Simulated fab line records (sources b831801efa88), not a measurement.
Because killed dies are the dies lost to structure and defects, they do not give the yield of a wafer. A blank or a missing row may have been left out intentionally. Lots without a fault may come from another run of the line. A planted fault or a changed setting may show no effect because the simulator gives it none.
fab line records    flow sky130
record: lots: 11  wafers: 33  last_day: 49
route steps=708 shown METAL4@600 CAP2M@603 PAD_OPEN@708
lots untouched by any fault: they come from a run of this same line in which no faults occurred
start_h: hours from the record's first day to the start of the lot's first wafer shown    wait_h: hours from the lot's prior step to this one    " as in the row above    L1.1+2: one row covering several wafers at once    - value missing, or start not given    * or withheld: withheld    < > ~ a bound
route shown NAME@n: names a module that has steps shown in the file, with the first one's number in the route    usual: average and standard deviation across the fault-free wafers    same: alike in all rows    chamber/n: place in a boat    sites: each site's reading    _std_site: the standard deviation of these    _edge_site: the outer-site mean with the inner-site mean subtracted    radius_mm: how far each site lies from the wafer's centre    mask NAME#n: copy n    behind: tool/chamber where the wafer was last shaped    hold: the reason the lot was held/the length of the hold in hours/how it ended    device: whichever transistor did not switch (one of n, p or np)    end of line: tests run on the same wafers once the route is complete    a step given without rows: its recipe and nothing more    killed: count of dies lost to structure and defects at first sort (not the wafer's yield)    map: dies across one wafer; x = killed, . = not, _ = none there
set.NAME: the setting that was run; set.NAME@STEP: the one run at that earlier step    model.NAME: the simulator's own value behind a step, which no gauge read
the route's steps for a sample of lots (tables are steps, rows are wafers)
services: the hour from which a tool's chamber was out of use, counted from the record's first day as start_h (under 0 if before that day), plus the number of hours and why
== steps ==
step: SKY_METAL4_SPUTTER_02
recipe: material: AlCu  target_thk_nm: 735  power_w: 10600  time_s: 39.1  chamber_pressure_pa: 0.4
usual: chamber_pressure_pa: 0.3999/0.00082  throttle_valve_pct: 30.0/0.79
lot.wafer  tool            chamber  start_h  wait_h  chamber_pressure_pa  throttle_valve_pct
L683.1     pvd_sputter-02  -        928.77   0.0     0.3999               29.6
L683.2     "               -        "        "       0.3992               29.9
L683.4     "               -        "        "       0.3990               30.4
L684.2     pvd_sputter-02  -        932.13   0.0     0.4012               29.4
L684.4     "               -        "        "       0.3998               30.2
L684.5     "               -        "        "       0.4001               29.8
L687.2     pvd_sputter-04  -        953.34   0.0     0.3996               30.4
L687.3     "               -        "        "       0.4010               28.7
L687.6     "               -        "        "       0.3990               30.2
L689.2     pvd_sputter-03  -        973.19   0.0     0.3981               31.9
L689.4     "               -        "        "       0.4002               31.8
L689.6     "               -        "        "       0.3994               30.6
L690.2     pvd_sputter-04  -        981.37   0.0     0.4006               30.4
L690.4     "               -        "        "       0.4008               28.5
L690.5     "               -        "        "       0.4005               30.0
L696.2     pvd_sputter-02  -        1028.66  0.0     0.4013               29.3
L696.5     "               -        "        "       0.4017               29.7
L696.6     "               -        "        "       0.4003               30.0
L698.2     pvd_sputter-03  -        1045.12  0.0     0.3997               29.5
L698.3     "               -        "        "       0.3991               29.7
L698.4     "               -        "        "       0.4007               30.9
L700.2     pvd_sputter-03  -        1051.21  0.0     0.4009               32.0
L700.3     "               -        "        "       0.3991               29.2
L700.5     "               -        "        "       0.4017               32.1
L701.1     pvd_sputter-04  -        1051.81  0.0     0.3992               28.6
L701.3     "               -        "        "       0.4002               30.3
L701.5     "               -        "        "       0.4006               30.2
L702.1     pvd_sputter-04  -        1054.73  0.0     0.3982               30.5
L702.5     "               -        "        "       0.3991               30.4
L702.6     "               -        "        "       0.3997               28.5
L703.1     pvd_sputter-02  -        1060.12  0.0     0.4011               30.3
L703.3     "               -        "        "       0.3995               30.1
L703.4     "               -        "        "       0.3998               30.2
step: SKY_CAP2M_CVD_00
recipe: material: SiO2  target_thk_nm: 15.5  temp_c: 400  time_s: withheld  rf_w: 450
usual: heater_power_w: 691/120
lot.wafer  tool      chamber  start_h  wait_h  heater_power_w
L683.1     pecvd-02  1        928.87   0.0     908
L683.2     "         0        "        "       544
L683.4     "         2        "        "       854
L684.2     pecvd-04  2        932.24   0.0     560
L684.4     "         1        "        "       511
L684.5     "         2        "        "       533
L687.2     pecvd-02  0        953.44   0.0     565
L687.3     "         2        "        "       874
L687.6     "         1        "        "       771
L689.2     pecvd-03  1        973.29   0.0     631
L689.4     "         2        "        "       750
L689.6     "         0        "        "       886
L690.2     pecvd-02  1        981.48   0.0     863
L690.4     "         1        "        "       873
L690.5     "         2        "        "       851
L696.2     pecvd-02  2        1028.77  0.0     750
L696.5     "         2        "        "       761
L696.6     "         0        "        "       544
L698.2     pecvd-02  1        1045.22  0.0     759
L698.3     "         2        "        "       853
L698.4     "         0        "        "       573
L700.2     pecvd-04  0        1051.32  0.0     661
L700.3     "         2        "        "       669
L700.5     "         0        "        "       665
L701.1     pecvd-02  0        1051.92  0.0     618
L701.3     "         2        "        "       825
L701.5     "         0        "        "       614
L702.1     pecvd-04  2        1054.83  0.0     567
L702.5     "         1        "        "       530
L702.6     "         2        "        "       570
L703.1     pecvd-02  2        1060.22  0.0     705
L703.3     "         1        "        "       915
L703.4     "         1        "        "       929
step: SKY_CAP2M_THK_MEAS_01
recipe: reads: SiO2_of_CAP2M_CVD_00
usual: CAP2M_CVD_00_THK: 15.62/0.21
lot.wafer  tool           chamber  start_h  wait_h  CAP2M_CVD_00_THK[nm]
L683.1     film_metro-02  -        928.90   -       15.24
L683.2     "              -        "        "       15.04
L683.4     "              -        "        "       15.46
L684.2     film_metro-04  -        932.27   -       15.58
L684.4     "              -        "        "       15.52
L684.5     "              -        "        "       15.63
L687.2     film_metro-02  -        953.47   -       15.36
L687.3     "              -        "        "       15.74
L687.6     "              -        "        "       15.67
L689.2     film_metro-04  -        973.33   -       15.52
L689.4     "              -        "        "       15.56
L689.6     "              -        "        "       15.65
L690.2     film_metro-04  -        981.51   -       15.55
L690.4     "              -        "        "       15.67
L690.5     "              -        "        "       15.90
L696.2     film_metro-04  -        1028.80  -       15.72
L696.5     "              -        "        "       16.06
L696.6     "              -        "        "       15.70
L698.2     film_metro-02  -        1045.25  -       15.39
L698.3     "              -        "        "       15.41
L698.4     "              -        "        "       15.63
L700.2     film_metro-02  -        1051.35  -       15.47
L700.3     "              -        "        "       15.47
L700.5     "              -        "        "       15.77
L701.1     film_metro-04  -        1051.94  -       15.28
L701.3     "              -        "        "       15.61
L701.5     "              -        "        "       15.45
L702.1     film_metro-02  -        1054.86  -       15.84
L702.5     "              -        "        "       15.76
L702.6     "              -        "        "       15.93
L703.1     film_metro-02  -        1060.24  -       15.52
L703.3     "              -        "        "       15.24
L703.4     "              -        "        "       15.38
step: SKY_CAP2M_RS_MEAS_03
recipe: thk_meas_gauge: four-point-probe  reads: TiN_of_CAP2M_SPUTTER_02
usual: CAP2M_TIN_RS: 6.94/0.079
lot.wafer  tool           chamber  start_h  wait_h  CAP2M_TIN_RS[ohm/sq]
L683.1     film_metro-01  -        929.07   0.1     6.94
L683.2     "              -        "        "       7.00
L683.4     "              -        "        "       7.07
L684.2     film_metro-02  -        932.45   0.1     6.85
L684.4     "              -        "        "       6.79
L684.5     "              -        "        "       6.82
L687.2     film_metro-01  -        953.65   0.1     6.92
L687.3     "              -        "        "       6.92
L687.6     "              -        "        "       6.92
L689.2     film_metro-02  -        973.54   0.1     7.05
L689.4     "              -        "        "       6.92
L689.6     "              -        "        "       6.93
L690.2     film_metro-02  -        981.69   0.1     7.04
L690.4     "              -        "        "       6.88
L690.5     "              -        "        "       6.92
L696.2     film_metro-04  -        1028.98  0.1     6.96
L696.5     "              -        "        "       7.02
L696.6     "              -        "        "       6.98
L698.2     film_metro-01  -        1045.43  0.1     6.72
L698.3     "              -        "        "       6.86
L698.4     "              -        "        "       6.85
L700.2     film_metro-01  -        1051.53  0.1     6.93
L700.3     "              -        "        "       6.93
L700.5     "              -        "        "       6.94
L701.1     film_metro-02  -        1052.11  0.1     6.86
L701.3     "              -        "        "       6.90
L701.5     "              -        "        "       6.95
L702.1     film_metro-02  -        1055.02  0.1     7.00
L702.5     "              -        "        "       7.08
L702.6     "              -        "        "       6.95
L703.1     film_metro-01  -        1060.41  0.1     6.84
L703.3     "              -        "        "       6.86
L703.4     "              -        "        "       6.95
step: SKY_METAL4_METAL_ETCH_18
recipe: target_depth_a: 8450  stop_on: SiO2  over_etch_frac: 0.3  time_s: 183.1  chemistry: Cl2/BCl3  resist_sidewall_deg: 88  pressure_mtorr: 10  icp_w: 900  bias_w: 48.5  Cl2_flow_sccm: 60  bcl3_flow_sccm: 30
usual: bcl3_flow_sccm: 30.01/0.098  drypump_motor_current_A: 5.9/0.34  he_backside_leak_sccm: 3.4/0.34  oes_product_au: 0.865/0.0059  throttle_valve_pct: 22.264/0.009
lot.wafer  tool          chamber  start_h  wait_h  bcl3_flow_sccm  drypump_motor_current_A  he_backside_leak_sccm  oes_product_au  rf_hours_counter_h  throttle_valve_pct
L683.1     rie_metal-01  0        979.16   0.0     30.05           5.6                      3.4                    0.859           16                  22.269
L683.2     "             1        "        "       29.85           6.0                      3.5                    0.878           6                   22.266
L683.4     "             1        "        "       29.88           6.0                      3.5                    0.870           -                   22.273
L684.2     rie_metal-04  1        981.11   0.0     29.97           6.1                      3.2                    0.873           17                  22.256
L684.4     "             0        "        "       29.86           6.1                      3.2                    0.872           -                   22.265
L684.5     "             1        "        "       30.19           6.1                      3.4                    0.867           -                   22.284
L687.2     rie_metal-01  1        1002.74  0.0     29.95           6.0                      3.4                    0.863           8                   22.273
L687.3     "             0        "        "       29.94           5.6                      3.4                    0.865           -                   22.260
L687.6     "             1        "        "       30.02           6.0                      3.3                    0.862           -                   22.264
L689.2     rie_metal-02  1        1020.31  0.0     30.08           5.2                      3.5                    0.866           20                  22.266
L689.4     "             1        "        "       30.01           5.2                      3.3                    0.868           -                   22.265
L689.6     "             1        "        "       30.10           5.2                      3.5                    0.857           -                   22.266
L690.2     rie_metal-01  1        1028.14  0.0     29.98           6.0                      3.4                    0.865           9                   22.255
L690.4     "             0        "        "       30.09           5.6                      3.2                    0.865           -                   22.264
L690.5     "             0        "        "       29.91           5.6                      3.1                    0.970           -                   22.281
L696.2     rie_metal-01  0        1072.44  0.0     30.14           5.6                      3.3                    0.873           22                  22.264
L696.5     "             1        "        "       30.16           6.0                      3.5                    0.867           -                   22.257
L696.6     "             0        "        "       30.04           5.6                      3.4                    0.867           -                   22.271
L698.2     rie_metal-04  0        1088.19  0.0     30.16           6.1                      3.1                    0.860           10                  22.268
L698.3     "             1        "        "       29.93           6.1                      6.2                    0.868           -                   22.280
L698.4     "             0        "        "       29.94           6.1                      3.0                    0.858           -                   22.271
L700.2     rie_metal-04  1        1094.64  0.0     29.93           6.1                      3.5                    0.869           24                  22.268
L700.3     "             0        "        "       29.91           6.1                      3.1                    0.865           -                   22.268
L700.5     "             1        "        "       29.88           6.1                      3.4                    0.869           -                   22.266
L701.1     rie_metal-01  1        1095.32  0.0     30.03           6.0                      3.5                    0.866           14                  22.278
L701.3     "             1        "        "       30.03           6.0                      3.5                    0.862           -                   22.257
L701.5     "             0        "        "       29.91           5.6                      3.4                    0.865           -                   22.263
L702.1     rie_metal-01  1        1096.24  0.0     29.97           6.0                      3.4                    0.867           15                  22.266
L702.5     "             0        "        "       29.99           5.6                      3.3                    0.871           -                   22.255
L702.6     "             1        "        "       29.95           6.0                      3.4                    0.862           -                   22.265
L703.1     rie_metal-02  1        1103.24  0.0     29.94           5.2                      3.3                    0.866           0                   22.251
L703.3     "             1        "        "       29.97           5.2                      3.2                    0.865           -                   22.258
L703.4     "             0        "        "       29.93           6.4                      3.1                    0.867           -                   22.254
step: SKY_PAD_OPEN_PROBE_99
usual: defect_limited_yield: 82.5/1.8  killed_at_M0_to_M3: 43/6.5  killed_at_M4_up: 3.1/1.8  killed_at_contacts: 24/4.8  killed_at_front_end: 15/4.7  killed_at_other: 0.3/0.58  killed_dies: 86/8.6  killed_open: 47/6.7  killed_short: 39/6.1  sort_bin_3_pad_short: 0.8/0.38  sort_bin_5_function: 10.4/1.3  sort_bin_6_memory: 6.2/1.1  sort_n_pass: 406/8.6  sort_yield_pct: 82.5/1.8
same: gross_dies: 492  killed_at_back_side: 0  sort_bin_4_leakage[%]: 0  sort_bin_8_speed[%]: 0
lot.wafer  tool       chamber  start_h  wait_h  defect_limited_yield[%]  killed_at_M0_to_M3  killed_at_M4_up  killed_at_contacts  killed_at_front_end  killed_at_other  killed_dies  killed_open  killed_short  sort_bin_3_pad_short[%]  sort_bin_5_function[%]  sort_bin_6_memory[%]  sort_n_pass  sort_yield_pct[%]
L683.1     prober-01  -        1074.86  0.6     79.7                     50                  4                35                  11                   0                100          55           45            0.8                      11.4                    8.1                   392          79.7
L683.2     prober-01  -        1074.91  0.6     82.5                     46                  2                23                  15                   0                86           50           36            0.2                      11.0                    6.3                   406          82.5
L683.4     prober-01  -        1075.01  0.7     84.3                     42                  1                28                  4                    2                77           44           33            0.6                      8.9                     6.1                   415          84.3
L684.2     prober-01  -        1075.75  0.1     82.3                     41                  4                26                  15                   1                87           49           38            1.0                      8.7                     7.9                   405          82.3
L684.4     prober-01  -        1075.85  0.2     85.4                     31                  4                23                  14                   0                72           34           38            1.0                      8.3                     5.3                   420          85.4
L684.5     prober-01  -        1075.90  0.2     79.1                     48                  2                34                  17                   2                103          58           45            1.2                      11.4                    8.3                   389          79.1
L687.2     prober-01  -        1095.96  0.1     81.5                     43                  6                29                  13                   0                91           55           36            0.2                      11.4                    6.9                   401          81.5
L687.3     prober-01  -        1096.01  0.2     83.7                     34                  0                32                  12                   2                80           49           31            0.6                      10.4                    5.3                   412          83.7
L687.6     prober-01  -        1096.16  0.2     82.7                     46                  2                26                  11                   0                85           45           40            0.4                      9.6                     7.3                   407          82.7
L689.2     prober-01  -        1110.33  0.1     82.3                     47                  1                23                  16                   0                87           47           40            1.0                      10.0                    6.7                   405          82.3
L689.4     prober-01  -        1110.43  0.2     85.0                     40                  2                15                  17                   0                74           44           30            1.0                      9.8                     4.3                   418          85.0
L689.6     prober-01  -        1110.53  0.2     83.9                     35                  6                23                  15                   0                79           35           44            1.0                      10.2                    4.9                   413          83.9
L690.2     prober-02  -        1117.09  0.1     83.1                     41                  3                23                  16                   0                83           48           35            0.8                      11.4                    4.7                   409          83.1
L690.4     prober-02  -        1117.19  0.2     79.9                     47                  5                23                  24                   0                99           55           44            0.6                      13.2                    6.3                   393          79.9
L690.5     prober-02  -        1117.24  0.2     84.6                     42                  7                15                  12                   0                76           37           36            0.6                      10.0                    4.9                   416          84.6
L696.2     prober-02  -        1157.12  0.1     80.9                     52                  2                28                  12                   0                94           52           42            1.0                      12.0                    6.1                   398          80.9
L696.5     prober-02  -        1157.27  0.2     80.9                     44                  7                23                  20                   0                94           42           52            0.8                      10.4                    7.9                   398          80.9
L696.6     prober-02  -        1157.32  0.2     83.1                     35                  3                26                  19                   0                83           48           35            1.4                      10.0                    5.5                   409          83.1
L698.2     prober-01  -        1169.98  0.1     82.3                     55                  0                18                  14                   0                87           49           38            1.2                      10.0                    6.5                   405          82.3
L698.3     prober-01  -        1170.03  0.2     79.3                     53                  6                23                  20                   0                102          59           43            1.2                      13.6                    5.9                   390          79.3
L698.4     prober-01  -        1170.08  0.2     82.5                     35                  3                35                  13                   0                86           50           36            0.8                      9.3                     7.3                   406          82.5
L700.2     prober-01  -        1176.09  0.1     81.1                     53                  0                23                  17                   0                93           51           42            0.6                      12.0                    6.3                   399          81.1
L700.3     prober-01  -        1176.14  0.2     84.3                     49                  2                13                  11                   2                77           44           33            1.0                      8.9                     5.7                   415          84.3
L700.5     prober-01  -        1176.24  0.2     84.8                     36                  5                21                  12                   1                75           37           38            0.4                      9.6                     5.3                   417          84.8
L701.1     prober-02  -        1177.00  0.1     82.9                     30                  3                30                  21                   0                84           47           37            1.4                      9.8                     5.9                   408          82.9
L701.3     prober-02  -        1177.10  0.2     82.9                     39                  2                30                  13                   0                84           53           31            1.4                      9.3                     6.3                   408          82.9
L701.5     prober-02  -        1177.20  0.2     85.2                     34                  3                16                  20                   0                73           48           25            0.8                      8.7                     5.3                   419          85.2
L702.1     prober-01  -        1177.89  0.1     83.7                     38                  1                27                  14                   0                80           39           41            0.6                      10.2                    5.5                   412          83.7
L702.5     prober-01  -        1178.09  0.2     82.9                     35                  3                28                  18                   0                84           48           36            1.4                      10.2                    5.5                   408          82.9
L702.6     prober-01  -        1178.14  0.2     84.1                     34                  3                25                  16                   0                78           47           31            0.6                      8.7                     6.5                   414          84.1
L703.1     prober-02  -        1183.72  0.1     82.9                     44                  7                22                  11                   0                84           47           37            0.6                      9.6                     6.9                   408          82.9
L703.3     prober-02  -        1183.82  0.2     83.5                     35                  3                29                  14                   0                81           41           40            0.8                      10.0                    5.7                   411          83.5
L703.4     prober-02  -        1183.87  0.2     84.1                     34                  7                24                  13                   0                78           41           37            0.8                      8.3                     6.7                   414          84.1
killed by level:class
L683.1 VIA1:geometric_particle:open=13 LI_CONTACT:geometric_particle:open=11 VIA2:geometric_particle:open=9 CONTACT:geometric_particle:open=9 CONTACT:geometric_particle:short=8 VIA1:geometric_particle:short=8 METAL1:geometric_particle:short=7 FIELD_ISO:geometric_particle:open=5
L683.2 VIA3:geometric_particle:open=12 CONTACT:geometric_particle:open=7 VIA1:geometric_particle:open=7 FIELD_ISO:geometric_particle:open=6 METAL1:geometric_particle:short=6 LI_CONTACT:geometric_particle:open=5 CONTACT:geometric_particle:short=5 VIA1:geometric_particle:short=4
L683.4 VIA1:geometric_particle:open=14 CONTACT:geometric_particle:open=9 CONTACT:geometric_particle:short=7 LI_CONTACT:geometric_particle:open=6 VIA2:geometric_particle:open=6 METAL1:geometric_particle:short=4 METAL2:geometric_particle:short=4 LI_CONTACT:geometric_particle:short=3
L684.2 CONTACT:geometric_particle:open=8 VIA1:geometric_particle:open=8 LI_CONTACT:geometric_particle:open=7 POLY_GATE:geometric_particle:open=5 LOCAL_INTERCONNECT:geometric_particle:short=5 VIA2:geometric_particle:open=4 POLY_GATE:geometric_particle:short=4 METAL2:geometric_particle:short=4
L684.4 VIA1:geometric_particle:open=10 METAL2:geometric_particle:short=7 LI_CONTACT:geometric_particle:open=7 LOCAL_INTERCONNECT:geometric_particle:short=5 CONTACT:geometric_particle:open=5 POLY_GATE:geometric_particle:short=4 CONTACT:geometric_particle:short=4 FIELD_ISO:geometric_particle:open=3
L684.5 VIA3:geometric_particle:open=15 VIA1:geometric_particle:open=11 LOCAL_INTERCONNECT:geometric_particle:short=9 LI_CONTACT:geometric_particle:open=8 CONTACT:geometric_particle:open=7 FIELD_ISO:geometric_particle:short=6 LI_CONTACT:geometric_particle:short=6 FIELD_ISO:geometric_particle:open=5
L687.2 VIA1:geometric_particle:open=19 CONTACT:geometric_particle:open=11 LI_CONTACT:geometric_particle:open=7 POLY_GATE:geometric_particle:open=4 CONTACT:geometric_particle:short=4 LOCAL_INTERCONNECT:geometric_particle:short=4 METAL1:geometric_particle:short=4 VIA3:geometric_particle:open=4
L687.3 CONTACT:geometric_particle:open=15 VIA1:geometric_particle:open=10 VIA1:geometric_particle:short=7 LI_CONTACT:geometric_particle:open=6 POLY_GATE:geometric_particle:open=5 VIA2:geometric_particle:open=5 CONTACT:geometric_particle:short=4 LOCAL_INTERCONNECT:geometric_particle:short=4
L687.6 VIA2:geometric_particle:open=10 VIA1:geometric_particle:open=8 LOCAL_INTERCONNECT:geometric_particle:short=8 VIA3:geometric_particle:open=7 CONTACT:geometric_particle:open=7 POLY_GATE:geometric_particle:short=6 VIA1:geometric_particle:short=6 METAL2:geometric_particle:short=6
L689.2 CONTACT:geometric_particle:open=11 VIA1:geometric_particle:open=10 VIA2:geometric_particle:open=10 METAL1:geometric_particle:short=5 VIA3:geometric_particle:open=5 POLY_GATE:geometric_particle:short=4 LI_CONTACT:geometric_particle:short=4 LOCAL_INTERCONNECT:geometric_particle:short=4
L689.4 VIA1:geometric_particle:open=8 VIA2:geometric_particle:open=7 FIELD_ISO:geometric_particle:short=5 FIELD_ISO:geometric_particle:open=4 POLY_GATE:geometric_particle:open=4 LI_CONTACT:geometric_particle:open=4 CONTACT:geometric_particle:open=4 METAL1:geometric_particle:short=4
L689.6 VIA3:geometric_particle:open=8 LOCAL_INTERCONNECT:geometric_particle:short=8 VIA1:geometric_particle:short=8 LI_CONTACT:geometric_particle:short=7 FIELD_ISO:geometric_particle:open=5 VIA2:geometric_particle:open=5 FIELD_ISO:geometric_particle:short=4 METAL4:geometric_particle:short=4
L690.2 LI_CONTACT:geometric_particle:open=11 VIA1:geometric_particle:open=8 VIA1:geometric_particle:short=6 VIA2:geometric_particle:short=5 CONTACT:geometric_particle:open=5 VIA2:geometric_particle:open=5 FIELD_ISO:geometric_particle:open=4 POLY_GATE:geometric_particle:open=3
L690.4 VIA1:geometric_particle:open=11 VIA3:geometric_particle:open=9 VIA2:geometric_particle:open=8 FIELD_ISO:geometric_particle:open=6 POLY_GATE:geometric_particle:short=6 LI_CONTACT:geometric_particle:open=6 LOCAL_INTERCONNECT:geometric_particle:short=6 FIELD_ISO:geometric_particle:short=5
L690.5 VIA1:geometric_particle:open=11 VIA2:geometric_particle:open=7 METAL1:geometric_particle:short=6 CONTACT:geometric_particle:open=6 POLY_GATE:geometric_particle:short=4 LI_CONTACT:geometric_particle:open=4 METAL2:geometric_particle:short=4 VIA3:geometric_particle:open=4
L696.2 CONTACT:geometric_particle:open=12 VIA1:geometric_particle:short=11 VIA1:geometric_particle:open=8 VIA2:geometric_particle:open=7 METAL1:geometric_particle:short=7 LI_CONTACT:geometric_particle:open=6 METAL3:geometric_particle:short=6 LOCAL_INTERCONNECT:geometric_particle:short=5
L696.5 CONTACT:geometric_particle:open=9 VIA1:geometric_particle:open=8 FIELD_ISO:geometric_particle:short=7 METAL2:geometric_particle:short=7 LOCAL_INTERCONNECT:geometric_particle:short=6 METAL4:geometric_particle:short=6 VIA3:geometric_particle:open=6 POLY_GATE:geometric_particle:short=5
L696.6 CONTACT:geometric_particle:open=12 VIA3:geometric_particle:open=9 FIELD_ISO:geometric_particle:open=8 METAL2:geometric_particle:short=7 LI_CONTACT:geometric_particle:open=6 VIA1:geometric_particle:open=6 FIELD_ISO:geometric_particle:short=5 METAL1:geometric_particle:short=4
L698.2 VIA1:geometric_particle:open=14 METAL2:geometric_particle:short=13 CONTACT:geometric_particle:open=10 VIA3:geometric_particle:open=8 METAL1:geometric_particle:short=5 POLY_GATE:geometric_particle:short=4 VIA2:geometric_particle:open=4 VIA3:geometric_particle:short=4
L698.3 CONTACT:geometric_particle:open=10 VIA1:geometric_particle:open=10 VIA2:geometric_particle:open=9 VIA1:geometric_particle:short=6 POLY_GATE:geometric_particle:open=5 LI_CONTACT:geometric_particle:open=5 METAL3:geometric_particle:short=5 METAL4:geometric_particle:short=5
L698.4 LI_CONTACT:geometric_particle:open=9 CONTACT:geometric_particle:open=9 VIA2:geometric_particle:open=8 LOCAL_INTERCONNECT:geometric_particle:short=7 VIA1:geometric_particle:open=7 VIA3:geometric_particle:open=6 FIELD_ISO:geometric_particle:short=4 LI_CONTACT:geometric_particle:short=4
L700.2 VIA1:geometric_particle:open=13 LI_CONTACT:geometric_particle:open=8 METAL2:geometric_particle:short=6 VIA1:geometric_particle:short=6 METAL1:geometric_particle:short=6 METAL1:geometric_particle:open=5 VIA3:geometric_particle:open=5 FIELD_ISO:geometric_particle:open=4
L700.3 VIA1:geometric_particle:open=10 METAL1:geometric_particle:short=9 VIA2:geometric_particle:open=9 CONTACT:geometric_particle:open=8 POLY_GATE:geometric_particle:open=5 VIA2:geometric_particle:short=5 VIA3:geometric_particle:open=5 POLY_GATE:geometric_particle:short=4
L700.5 VIA1:geometric_particle:open=7 CONTACT:geometric_particle:open=6 VIA3:geometric_particle:open=6 VIA1:geometric_particle:short=5 POLY_GATE:geometric_particle:short=4 METAL4:geometric_particle:short=4 LI_CONTACT:geometric_particle:open=4 CONTACT:geometric_particle:short=4
L701.1 POLY_GATE:geometric_particle:open=11 LI_CONTACT:geometric_particle:open=9 VIA1:geometric_particle:open=9 LI_CONTACT:geometric_particle:short=8 CONTACT:geometric_particle:open=7 METAL1:geometric_particle:short=6 CONTACT:geometric_particle:short=4 VIA3:geometric_particle:open=4
L701.3 VIA1:geometric_particle:open=13 LI_CONTACT:geometric_particle:open=11 CONTACT:geometric_particle:open=10 POLY_GATE:geometric_particle:open=6 VIA2:geometric_particle:short=5 METAL2:geometric_particle:short=5 VIA1:geometric_particle:short=4 CONTACT:geometric_particle:short=4
L701.5 VIA1:geometric_particle:open=10 POLY_GATE:geometric_particle:open=8 LI_CONTACT:geometric_particle:open=7 VIA1:geometric_particle:short=7 FIELD_ISO:geometric_particle:short=6 CONTACT:geometric_particle:open=5 VIA3:geometric_particle:open=5 VIA2:geometric_particle:open=5
L702.1 CONTACT:geometric_particle:short=9 CONTACT:geometric_particle:open=8 METAL2:geometric_particle:short=8 METAL1:geometric_particle:short=7 VIA2:geometric_particle:open=7 LI_CONTACT:geometric_particle:open=6 VIA3:geometric_particle:open=5 FIELD_ISO:geometric_particle:open=3
L702.5 VIA1:geometric_particle:open=11 CONTACT:geometric_particle:open=9 LI_CONTACT:geometric_particle:open=7 CONTACT:geometric_particle:short=7 VIA3:geometric_particle:open=6 POLY_GATE:geometric_particle:short=6 METAL1:geometric_particle:short=5 VIA3:geometric_particle:short=4
L702.6 CONTACT:geometric_particle:open=10 VIA1:geometric_particle:open=10 CONTACT:geometric_particle:short=7 POLY_GATE:geometric_particle:short=6 VIA3:geometric_particle:open=5 FIELD_ISO:geometric_particle:open=4 LI_CONTACT:geometric_particle:open=4 VIA1:geometric_particle:short=4
L703.1 VIA3:geometric_particle:open=12 VIA1:geometric_particle:open=7 CONTACT:geometric_particle:open=7 METAL2:geometric_particle:short=7 METAL4:geometric_particle:short=6 LI_CONTACT:geometric_particle:open=5 CONTACT:geometric_particle:short=5 FIELD_ISO:geometric_particle:open=4
L703.3 LOCAL_INTERCONNECT:geometric_particle:short=8 CONTACT:geometric_particle:open=8 VIA1:geometric_particle:open=8 LI_CONTACT:geometric_particle:open=7 CONTACT:geometric_particle:short=6 VIA3:geometric_particle:short=4 FIELD_ISO:geometric_particle:short=4 METAL1:geometric_particle:short=4
L703.4 CONTACT:geometric_particle:open=10 LI_CONTACT:geometric_particle:open=6 METAL4:geometric_particle:short=6 METAL2:geometric_particle:short=6 VIA2:geometric_particle:open=5 CONTACT:geometric_particle:short=4 METAL1:geometric_particle:short=4 VIA1:geometric_particle:open=4
== services ==
tool            chamber  start_h  hours  kind
rie_metal-04    0        905.35   -      clean
rie_metal-04    0        905.35   21.4   scheduled_down
rie_metal-04    0        905.35   21.4   vent_cycle
pvd_sputter-02  -        910.62   4.6    repair
pecvd-04        -        918.20   2.8    pm
pecvd-04        0        921.07   5.5    scheduled_down
pvd_sputter-02  -        929.41   2.2    repair
pvd_sputter-02  0        958.13   -      consumable_replace:kit
pvd_sputter-02  0        958.13   18.0   scheduled_down
pvd_sputter-02  0        958.13   18.0   vent_cycle
pvd_sputter-03  3        966.60   -      consumable_replace:kit
pvd_sputter-03  3        966.60   18.0   scheduled_down
pvd_sputter-03  3        966.60   18.0   vent_cycle
pvd_sputter-03  -        975.62   0.7    repair
rie_metal-04    -        988.89   2.8    pm
rie_metal-01    -        989.50   1.4    pm
pvd_sputter-04  -        1010.58  3.0    repair
pecvd-02        -        1020.06  0.5    repair
pvd_sputter-04  1        1050.21  -      consumable_replace:kit
pvd_sputter-04  1        1050.21  18.0   scheduled_down
pvd_sputter-04  1        1050.21  18.0   vent_cycle
rie_metal-02    -        1052.29  4.3    pm
pvd_sputter-02  -        1068.27  6.0    repair
rie_metal-02    0        1072.14  4.6    repair
== key ==
first_sign: step: SKY_METAL4_METAL_ETCH_18  reading: oes_product_au  direction: up  sigmas: 18  usual: 0.865  struck: 0.970
effect none on later readings
met_at SKY_METAL4_SPUTTER_02
struck_lots L690
struck_wafers L690.5
not_acting_at SKY_CAP2M_CVD_00,SKY_CAP2M_THK_MEAS_01,SKY_CAP2M_RS_MEAS_03
onset_between 953.34 981.37
fault: kind: process_parameter_drift  tool: pvd_sputter-04  chamber: -  onset_h: 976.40  steps: SKY_METAL4_SPUTTER_02  channel: time_s  offset: *  shape: step  end_h: 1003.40  acts_in: *  stated: *  scope: struck_wafers_only
